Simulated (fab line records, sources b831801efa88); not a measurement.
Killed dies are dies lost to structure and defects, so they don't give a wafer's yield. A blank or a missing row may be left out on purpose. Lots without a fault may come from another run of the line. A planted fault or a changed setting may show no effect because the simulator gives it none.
A struck lot beside a sound one | flow sky130 | 20 steps out of a route of 708
Sound: wafers L791.3, L791.5, L791.6. Struck: wafer L785.5. (L785.1, L785.2 of the same lot were not struck and are left out.) The cause comes at the end.
At each step with rows: each side's tool, then ch and its chambers, then its first start. Under that, the readings that differ: sound wafers | struck wafers | difference of the means | sigmas: that difference in standard deviations of wafers without a fault.
alike: readings whose means differ by less than 2 such deviations, and words and numbers that are the same on both sides. not compared: withheld readings, readings that some wafer has no value for, bounds like >300 that may hide the same value, and numbers for which the record gives no deviation and whose values overlap.
The two part at a step that has a row with sigmas, a row that says differs or no value, or rows on one side only. Numbers that don't overlap but have no deviation are shown without sigmas and don't part them. A reading that every wafer of one side lacks parts them only if that side has two wafers or more.

SKY_FIELD_ISO_BOW_MEAS_00:
  sound on film_metro-02, day 4 23:02; struck on film_metro-01, day 3 17:00
  alike: INCOMING_BOW
then, 1 step without rows for these wafers: SKY_FIELD_ISO_OXIDATION_01 (stabilise 600 s, purge 300 s, target thk 12 nm).
SKY_FIELD_ISO_THK_MEAS_02:
  sound on film_metro-03, day 5 00:39; struck on film_metro-01, day 3 19:10
  alike: FIELD_ISO_OXIDATION_00_THK
then, 1 step without rows for these wafers: SKY_FIELD_ISO_CVD_03 (deposits Si3N4 from DCS/NH3, target thk 165 nm, time 2830 s).
SKY_FIELD_ISO_THK_MEAS_04:
  sound on film_metro-01, day 5 04:01; struck on film_metro-02, day 3 21:00
  alike: FIELD_ISO_CVD_03_THK
then, 5 steps without rows for these wafers: SKY_FIELD_ISO_DEHYDRATE_05 (time 60 s); SKY_FIELD_ISO_HMDS_06 (prime time 60 s); SKY_FIELD_ISO_COAT_07 (resist thk 60 nm); SKY_FIELD_ISO_COAT_08 (resist thk 450 nm); SKY_FIELD_ISO_SOFTBAKE_09 (time 90 s).
SKY_FIELD_ISO_EXPOSE_10: exposes mask FOM, target cd 150 nm.
  sound on krf_scanner-01 ch 0, day 5 12:38; struck on krf_scanner-02 ch 0, day 4 05:53
  alike: mask
then, 2 steps without rows for these wafers: SKY_FIELD_ISO_PEB_11; SKY_FIELD_ISO_DEVELOP_12 (develop time 60 s).
SKY_FIELD_ISO_CD_MEAS_13: target cd 150 nm.
  sound on cd_sem-02, day 5 21:56; struck on cd_sem-01, day 4 13:47
  reading    | sound             | struck | difference | sigmas
  cd_nm (nm) | 150.1 148.1 149.6 | 131.0  | -18.3      | -13
SKY_FIELD_ISO_ETCH_14: etches BARC in N2/H2, stops on SiO2, time 45.9 s, target depth 60 nm.
  sound on rie_diel-03 ch 1,2, day 5 22:01; struck on rie_diel-03 ch 1, day 4 13:55
  reading                    | sound             | struck | difference | sigmas
  model.FIELD_ISO.cd_nm (nm) | 149.9 148.2 150.3 | 130.5  | -19.0      |
  alike: drypump_motor_current_A, oes_product_au, throttle_valve_pct
  not compared: rf_hours_counter_h
SKY_FIELD_ISO_ETCH_15: etches the open film in CHF3/O2, stops on Si, target depth 180 nm, time 72 s.
  sound on rie_diel-03 ch 1,2, day 5 22:04; struck on rie_diel-03 ch 1, day 4 13:57
  alike: drypump_motor_current_A, oes_product_au, throttle_valve_pct
  not compared: rf_hours_counter_h
SKY_FIELD_ISO_STRIP_16: strips in O2/N2.
  sound on plasma_asher-04 ch 0,1, day 5 22:09; struck on plasma_asher-01 ch 0, day 4 14:01
  alike: drypump_motor_current_A, oes_product_au, strip_time_to_endpoint_s
  not compared: rf_hours_counter_h
SKY_FIELD_ISO_ETCH_17: etches Si in HBr/Cl2/O2, target depth 342 nm, time 97.7 s.
  sound on rie_si-01 ch 1,2,3, day 5 22:13; struck on rie_si-01 ch 3, day 4 14:07
  reading                    | sound             | struck | difference | sigmas
  model.FIELD_ISO.cd_nm (nm) | 150.5 148.9 147.9 | 131.4  | -17.7      |
  alike: HBr_flow_sccm, drypump_motor_current_A, oes_product_au, throttle_valve_pct
  not compared: rf_hours_counter_h
then, 1 step without rows for these wafers: SKY_FIELD_ISO_WET_ETCH_18 (etches Si3N4 in H3PO4, target depth 25 nm, time 286 s).
-- the record jumps here: 45 days lie between the struck wafers' starts before and after (it left off in module FIELD_ISO and takes up again in module PAD_OPEN, whose first step shown is number 708 of the route) --
SKY_PAD_OPEN_PROBE_99:
  sound on prober-01, day 49 23:40; struck on prober-01, day 49 17:04
  reading                                 | sound             | struck | difference | sigmas
  model.etest.pfet_g5v0d10v5.r_on_ohm_um  | 4854 4849 4831    | 5050   | +205       |
  model.etest.res_pdiff.line_ohm_um       | 1372 1404 1392    | 1579   | +190       |
  model.etest.res_ndiff.line_ohm_um       | 758.1 768.5 766.9 | 870.6  | +106.1     |
  model.etest.sram_nfet_pass.drive_ua_um  | 469.1 492.6 493.7 | 399.7  | -85.4      |
  model.etest.sonos_uncharged.r_on_ohm_um | 814.8 799.3 812.3 | 868.9  | +60.1      |
  model.etest.res_pdiff.width_nm (nm)     | 144.4 142.8 141.6 | 125.4  | -17.5      |
  model.etest.res_ndiff.width_nm (nm)     | 157.6 154.6 154.9 | 138.2  | -17.5      |
  model.etest.sram_pfet_latch.drive_ua_um | 137 137.4 143.5   | 118.5  | -20.8      |

WHERE THEY PART
Only at SKY_FIELD_ISO_CD_MEAS_13, within this record. Later steps at which nothing parts them and some readings are alike: SKY_FIELD_ISO_ETCH_14, SKY_FIELD_ISO_ETCH_15, SKY_FIELD_ISO_STRIP_16, SKY_FIELD_ISO_ETCH_17.

WHY: what the simulator had put in
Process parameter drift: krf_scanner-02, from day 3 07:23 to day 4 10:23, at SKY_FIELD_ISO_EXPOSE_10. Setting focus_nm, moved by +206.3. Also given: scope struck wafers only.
